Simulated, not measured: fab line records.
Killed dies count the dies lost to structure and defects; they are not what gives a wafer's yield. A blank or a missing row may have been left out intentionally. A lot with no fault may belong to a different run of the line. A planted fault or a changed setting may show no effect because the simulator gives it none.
Commonality check across tools | flow gf180mcu | Sample size 11 lots and 36 wafers

## WHY IT WAS OPENED
Of 11 lots, 1 have the reading LVPWELL_TW flagged at GF_LVPWELL_TW_MEAS_11. No-fault wafers: 559, standard deviation 3.1.
Rule: flag the lot when none of its wafers has a number, or when each of its wafers that has one lies beyond 4 standard deviations from that mean. All remaining lots are regarded as sound.

lot  | measured    | on            | LVPWELL_TW, wafer by wafer | flag
L561 | day 3 21:07 | film metro-04 | 552 554 555                |
L563 | day 4 11:40 | film metro-02 | 560 558 554                |
L565 | day 5 03:19 | film metro-01 | 560 561 562                |
L568 | day 5 16:14 | film metro-04 | 554 557 555                |
L569 | day 5 22:22 | film metro-02 | 562 559 561                |
L571 | day 6 07:55 | film metro-02 | 30 30 30 30 30 30          | FLAGGED
L580 | day 8 10:07 | film metro-04 | 558 560 558                |
L581 | day 8 14:41 | film metro-02 | 562 559 557                |
L582 | day 8 21:20 | film metro-02 | 559 559 558                |
L583 | day 9 04:37 | film metro-04 | 557 559 560                |
L584 | day 9 07:40 | film metro-01 | 559 559 561                |
Averaged over the flagged lots the numbers come to 30, -529 from the usual (-99 or more standard deviations).

## WHICH TOOL EACH LOT WENT THROUGH
Before the reading, the record contains 3 process steps out of a 602-step route. Each cell gives the tool, then ch followed by the chambers the sampled wafers passed through, then the start.
lot  | flag    | GF_STI_ETCH_14                  | GF_NWELL_STRIP_10                   | GF_LVPWELL_STRIP_10
L561 |         | rie si-01 ch 0,1,3, day 2 01:38 | plasma asher-01 ch 0,1, day 3 07:51 | plasma asher-01 ch 0,1, day 3 21:01
L563 |         | rie si-02 ch 1,2,3, day 2 13:44 | plasma asher-04 ch 0,1, day 3 21:12 | plasma asher-04 ch 0,1, day 4 11:33
L565 |         | rie si-01 ch 0,2,3, day 2 21:18 | plasma asher-01 ch 0,1, day 4 12:40 | plasma asher-04 ch 0,1, day 5 03:13
L568 |         | rie si-01 ch 0,1,2, day 3 15:18 | plasma asher-04 ch 0,1, day 5 01:08 | plasma asher-01 ch 0,1, day 5 16:09
L569 |         | rie si-01 ch 0,1,3, day 3 21:38 | plasma asher-04 ch 0,1, day 5 06:48 | plasma asher-01 ch 1, day 5 22:16
L571 | FLAGGED | rie si-02 ch 0,2,3, day 4 07:02 | plasma asher-04 ch 0,1, day 5 16:51 | plasma asher-04 ch 0,1, day 6 07:50
L580 |         | rie si-01 ch 1,2, day 6 04:08   | plasma asher-01 ch 0,1, day 7 17:14 | plasma asher-01 ch 0,1, day 8 10:02
L581 |         | rie si-02 ch 0,2,3, day 6 08:08 | plasma asher-01 ch 0,1, day 7 21:55 | plasma asher-01 ch 0,1, day 8 14:34
L582 |         | rie si-02 ch 2,3, day 6 14:09   | plasma asher-01 ch 0,1, day 8 04:15 | plasma asher-04 ch 0,1, day 8 21:15
L583 |         | rie si-02 ch 1,2,3, day 6 20:48 | plasma asher-04 ch 0,1, day 8 11:16 | plasma asher-02 ch 0,1, day 9 04:31
L584 |         | rie si-01 ch 2,3, day 7 00:41   | plasma asher-04 ch 0,1, day 8 14:15 | plasma asher-01 ch 0,1, day 9 07:35
What these steps do:
- GF_STI_ETCH_14: etches Si in HBr/Cl2/O2, target depth 360 nm, time 102.9 s.
- GF_NWELL_STRIP_10: strips in O2/N2.
- GF_LVPWELL_STRIP_10: strips in O2/N2.
- GF_LVPWELL_TW_MEAS_11

## FLAGGED OVER TOTAL, TOOL BY TOOL (the gauges that took the reading come last)
step                  | tool            | lots run | flagged | share of the flagged lots | sound lots run after its first flagged lot
GF_STI_ETCH_14        | rie si-01       | 6        | 0       | none                      | -
GF_STI_ETCH_14        | rie si-02       | 5        | 1       | all                       | 3 (L581,L582,L583)
GF_NWELL_STRIP_10     | plasma asher-01 | 5        | 0       | none                      | -
GF_NWELL_STRIP_10     | plasma asher-04 | 6        | 1       | all                       | 2 (L583,L584)
GF_LVPWELL_STRIP_10   | plasma asher-01 | 6        | 0       | none                      | -
GF_LVPWELL_STRIP_10   | plasma asher-02 | 1        | 0       | none                      | -
GF_LVPWELL_STRIP_10   | plasma asher-04 | 4        | 1       | all                       | 1 (L582)
GF_LVPWELL_TW_MEAS_11 | film metro-01   | 2        | 0       | none                      | -
GF_LVPWELL_TW_MEAS_11 | film metro-02   | 5        | 1       | all                       | 2 (L581,L582)
GF_LVPWELL_TW_MEAS_11 | film metro-04   | 4        | 0       | none                      | -

## WHAT THE TABLE ALLOWS
4 rows of the table ran every flagged lot: rie si-02 at GF_STI_ETCH_14, plasma asher-04 at GF_NWELL_STRIP_10, plasma asher-04 at GF_LVPWELL_STRIP_10, film metro-02 at GF_LVPWELL_TW_MEAS_11.
- rie si-02 at GF_STI_ETCH_14 ran 5 lots, 1 of them flagged. Lots that were sound ran on it after the first flagged one (L581, L582, L583); a persistent fault on the entire tool would not allow that.
- plasma asher-04 at GF_NWELL_STRIP_10 ran 6 lots, 1 of them flagged. Lots that were sound ran on it after the first flagged one (L583, L584); a persistent fault on the entire tool would not allow that. Its own readings lie more than 4 standard deviations out on every wafer of the flagged lots: oes product au.
- plasma asher-04 at GF_LVPWELL_STRIP_10 ran 4 lots, 1 of them flagged. Lots that were sound ran on it after the first flagged one (L582); a persistent fault on the entire tool would not allow that. Its own readings lie more than 4 standard deviations out on every wafer of the flagged lots: strip time to endpoint s.
- film metro-02 at GF_LVPWELL_TW_MEAS_11 ran 5 lots, 1 of them flagged. Lots that were sound ran on it after the first flagged one (L581, L582); a persistent fault on the entire tool would not allow that.
Not one row of the table ran every flagged lot while running no sound lot after the first.

## WHAT THE SIMULATOR HAD PUT IN
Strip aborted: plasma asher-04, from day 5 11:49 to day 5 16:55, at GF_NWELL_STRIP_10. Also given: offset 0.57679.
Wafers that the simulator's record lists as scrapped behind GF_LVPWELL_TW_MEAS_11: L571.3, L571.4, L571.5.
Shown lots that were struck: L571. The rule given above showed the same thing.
